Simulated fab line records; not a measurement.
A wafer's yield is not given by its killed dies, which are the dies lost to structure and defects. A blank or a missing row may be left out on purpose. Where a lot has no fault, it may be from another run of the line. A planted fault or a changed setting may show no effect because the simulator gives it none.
fab line records + flow sky130
[record]
- lots = 15
- wafers = 45
- last-day = 50
route steps=708 shown LDD_P@264
lots that met no fault: taken from a fault-free run of the same line
start-h: hours from the record's first day to the start of the lot's first wafer shown + wait-h: hours from the lot's prior step to this one + " the same as in the row above + L1.1+2: several wafers, shown together as one row + - no value present, or no start provided + * or withheld: withheld + < > ~ a bound
route shown NAME@n: names a module that has steps shown in the file, with the first one's number in the route + usual: mean/standard deviation of fault-free wafers + same: alike in all rows + chamber/n: place in a boat + sites: each site's reading + _std_site: the values' standard deviation + _edge_site: outer sites' mean less inner sites' + radius-mm: how far each site lies from the wafer's centre + mask NAME#n: copy n + behind: the most recent tool/chamber to have shaped the wafer + hold: cause of the lot's hold/its duration in hours/its outcome + device: the transistor (n, p or np) that didn't switch + end of line: the same wafers' tests at the end of the route + step lacking rows: just its recipe + killed: dies that structure and defects cost at the first sort, which is not the same as the wafer's yield + map: the dies of a wafer, with x for killed, . for not killed, _ for no die there
set.NAME: the setting the step ran with; set.NAME@STEP: the setting that earlier step ran with + model.NAME: the simulator's own value behind a step, which no gauge read
one table for each step of the route and one row for each wafer, over a sample of lots
services: when a tool's chamber went out of use (start-h, in hours from the record's first day, below 0 if earlier), for how many hours, and the reason
[[steps]]
[step SKY_LDD_P_IMPLANT_09]
[recipe]
- species = BF2
- energy-kev = 25
- dose-cm2 = 1e+13
- tilt-deg = withheld
[usual]
- beam-energy-keV = 25.002/0.008
- beam-on-s = 9.99/0.2
| lot.wafer | tool         | chamber | start-h | wait-h | beam-energy-keV | beam-on-s |
|-----------|--------------|---------|---------|--------|-----------------|-----------|
| L625.4    | implanter-03 | 0       | 417.68  | 0.1    | 25.008          | 9.90      |
| L625.5    | "            | 0       | "       | "      | 25.005          | 9.93      |
| L625.6    | "            | 0       | "       | "      | 25.013          | 9.94      |
| L626.3    | implanter-04 | 0       | 426.96  | 0.1    | 25.006          | 9.82      |
| L626.4    | "            | 0       | "       | "      | 24.994          | 10.09     |
| L626.5    | "            | 0       | "       | "      | 24.997          | 10.24     |
| L628.3    | implanter-02 | 0       | 451.34  | 0.1    | 25.010          | 10.08     |
| L628.4    | "            | 0       | "       | "      | 25.007          | 9.86      |
| L628.6    | "            | 0       | "       | "      | 25.001          | 10.22     |
| L632.4    | implanter-02 | -       | 488.73  | 0.1    | -               | -         |
| L632.5    | "            | -       | "       | "      | -               | -         |
| L632.6    | "            | -       | "       | "      | -               | -         |
| L633.3    | implanter-03 | -       | 502.44  | 0.1    | -               | -         |
| L633.4    | "            | -       | "       | "      | -               | -         |
| L633.6    | "            | -       | "       | "      | -               | -         |
| L634.2    | implanter-04 | -       | 539.76  | 0.0    | -               | -         |
| L634.4    | "            | -       | "       | "      | -               | -         |
| L634.6    | "            | -       | "       | "      | -               | -         |
| L639.2    | implanter-03 | 0       | 559.30  | 0.0    | 24.995          | 9.75      |
| L639.3    | "            | 0       | "       | "      | 24.998          | 10.15     |
| L639.5    | "            | 0       | "       | "      | 24.994          | 9.98      |
| L640.1    | implanter-03 | 0       | 570.75  | 0.0    | 24.990          | 10.19     |
| L640.5    | "            | 0       | "       | "      | 24.999          | 9.68      |
| L640.6    | "            | 0       | "       | "      | 25.004          | 9.88      |
| L641.1    | implanter-03 | 0       | 580.53  | 0.0    | 25.004          | 10.31     |
| L641.2    | "            | 0       | "       | "      | 25.006          | 9.73      |
| L641.4    | "            | 0       | "       | "      | 24.994          | 10.07     |
| L643.2    | implanter-04 | 0       | 598.16  | 0.0    | 24.995          | 10.00     |
| L643.4    | "            | 0       | "       | "      | 24.995          | 10.34     |
| L643.5    | "            | 0       | "       | "      | 24.985          | 9.67      |
| L644.3    | implanter-03 | 0       | 599.30  | 0.1    | 25.002          | 10.28     |
| L644.4    | "            | 0       | "       | "      | 24.994          | 10.19     |
| L644.6    | "            | 0       | "       | "      | 24.990          | 9.89      |
| L645.1    | implanter-03 | 0       | 609.14  | 0.0    | 25.003          | 10.14     |
| L645.2    | "            | 0       | "       | "      | 24.995          | 10.05     |
| L645.3    | "            | 0       | "       | "      | 25.010          | 9.98      |
| L646.1    | implanter-04 | 0       | 620.79  | 0.0    | 25.003          | 9.80      |
| L646.2    | "            | 0       | "       | "      | 25.009          | 9.90      |
| L646.4    | "            | 0       | "       | "      | 25.002          | 10.13     |
| L647.2    | implanter-02 | 0       | 621.11  | 0.0    | 25.005          | 10.33     |
| L647.4    | "            | 0       | "       | "      | 24.988          | 9.67      |
| L647.6    | "            | 0       | "       | "      | 25.008          | 9.70      |
| L648.1    | implanter-02 | 0       | 624.54  | 0.0    | 24.992          | 10.51     |
| L648.4    | "            | 0       | "       | "      | 24.986          | 9.88      |
| L648.6    | "            | 0       | "       | "      | 25.004          | 9.71      |
[step SKY_LDD_P_TW_MEAS_11]
[usual]
- LDD_P_TW = 632/6.4
| lot.wafer | tool          | chamber | start-h | wait-h | LDD_P_TW |
|-----------|---------------|---------|---------|--------|----------|
| L625.4    | film-metro-03 | -       | 417.89  | 0.1    | 633      |
| L625.5    | "             | -       | "       | "      | 634      |
| L625.6    | "             | -       | "       | "      | 630      |
| L626.3    | film-metro-04 | -       | 427.18  | 0.1    | 639      |
| L626.4    | "             | -       | "       | "      | 636      |
| L626.5    | "             | -       | "       | "      | 639      |
| L628.3    | film-metro-03 | -       | 451.56  | 0.1    | 628      |
| L628.4    | "             | -       | "       | "      | 630      |
| L628.6    | "             | -       | "       | "      | 631      |
| L632.4    | film-metro-02 | -       | 488.93  | 0.1    | 30       |
| L632.5    | "             | -       | "       | "      | 30       |
| L632.6    | "             | -       | "       | "      | 30       |
| L633.3    | film-metro-04 | -       | 502.66  | 0.1    | 30       |
| L633.4    | "             | -       | "       | "      | 30       |
| L633.6    | "             | -       | "       | "      | 30       |
| L634.2    | film-metro-03 | -       | 540.00  | 0.1    | 30       |
| L634.4    | "             | -       | "       | "      | 30       |
| L634.6    | "             | -       | "       | "      | 30       |
| L639.2    | film-metro-04 | -       | 559.54  | 0.1    | 640      |
| L639.3    | "             | -       | "       | "      | 643      |
| L639.5    | "             | -       | "       | "      | 641      |
| L640.1    | film-metro-02 | -       | 571.00  | 0.1    | 623      |
| L640.5    | "             | -       | "       | "      | 622      |
| L640.6    | "             | -       | "       | "      | 622      |
| L641.1    | film-metro-03 | -       | 580.78  | 0.1    | 633      |
| L641.2    | "             | -       | "       | "      | 631      |
| L641.4    | "             | -       | "       | "      | 632      |
| L643.2    | film-metro-03 | -       | 598.40  | 0.1    | 630      |
| L643.4    | "             | -       | "       | "      | 629      |
| L643.5    | "             | -       | "       | "      | 629      |
| L644.3    | film-metro-02 | -       | 599.52  | 0.1    | 627      |
| L644.4    | "             | -       | "       | "      | 629      |
| L644.6    | "             | -       | "       | "      | 627      |
| L645.1    | film-metro-02 | -       | 609.39  | 0.1    | 624      |
| L645.2    | "             | -       | "       | "      | 623      |
| L645.3    | "             | -       | "       | "      | 626      |
| L646.1    | film-metro-04 | -       | 621.04  | 0.1    | 640      |
| L646.2    | "             | -       | "       | "      | 636      |
| L646.4    | "             | -       | "       | "      | 641      |
| L647.2    | film-metro-02 | -       | 621.35  | 0.1    | 624      |
| L647.4    | "             | -       | "       | "      | 624      |
| L647.6    | "             | -       | "       | "      | 624      |
| L648.1    | film-metro-03 | -       | 624.79  | 0.1    | 632      |
| L648.4    | "             | -       | "       | "      | 630      |
| L648.6    | "             | -       | "       | "      | 631      |
[[services]]
| tool         | chamber | start-h | hours | kind   |
|--------------|---------|---------|-------|--------|
| implanter-04 | -       | 400.65  | 1.7   | repair |
| implanter-04 | -       | 416.44  | 3.4   | pm     |
| implanter-03 | -       | 427.16  | 1.8   | repair |
| implanter-04 | -       | 444.44  | 2.9   | repair |
| implanter-04 | -       | 564.65  | 0.5   | repair |
| implanter-02 | -       | 566.96  | 3.0   | repair |
| implanter-04 | -       | 588.23  | 1.9   | repair |
| implanter-02 | -       | 588.60  | 2.0   | repair |
| implanter-03 | -       | 620.41  | 1.8   | repair |
[[key]]
[first-sign]
- step = SKY_LDD_P_IMPLANT_09
- reading = tool-record
- direction = missing
[effect]
- step = SKY_LDD_P_TW_MEAS_11
- reading = LDD_P_TW
- direction = down
- sigmas = 95
- usual = 632
- struck = 30
met-at SKY_LDD_P_IMPLANT_09
struck-lots L632,L633,L634
later-rows-left-out L632.4,L632.5,L632.6,L633.3,L633.4,L633.6,L634.2,L634.4,L634.6
sort-left-out L632.4,L632.5,L632.6,L633.3,L633.4,L633.6,L634.2,L634.4,L634.6
tester-left-out L632,L633,L634
onset-between 451.34 488.73
[fault]
- kind = skipped-step-whole
- tool = implanter-02,implanter-03,implanter-04
- chamber = -
- onset-h = 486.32
- steps = SKY_LDD_P_IMPLANT_09
- scope = struck-lots-only
// tester-left-out: of these lots the tester's yield and bins aren't shown, on N5 and GAA mostly nor the transistor test; their killed dies are dies lost to structure and defects alone, not to doping, threshold or leakage, so they don't give the yield
// sort-left-out: the simulated sort isn't trusted on such a fault, so these wafers' sort isn't shown, and their yield isn't known
// later-rows-left-out: the simulator's readings of these wafers behind a module that went badly wrong aren't trusted and aren't shown, but for the sort
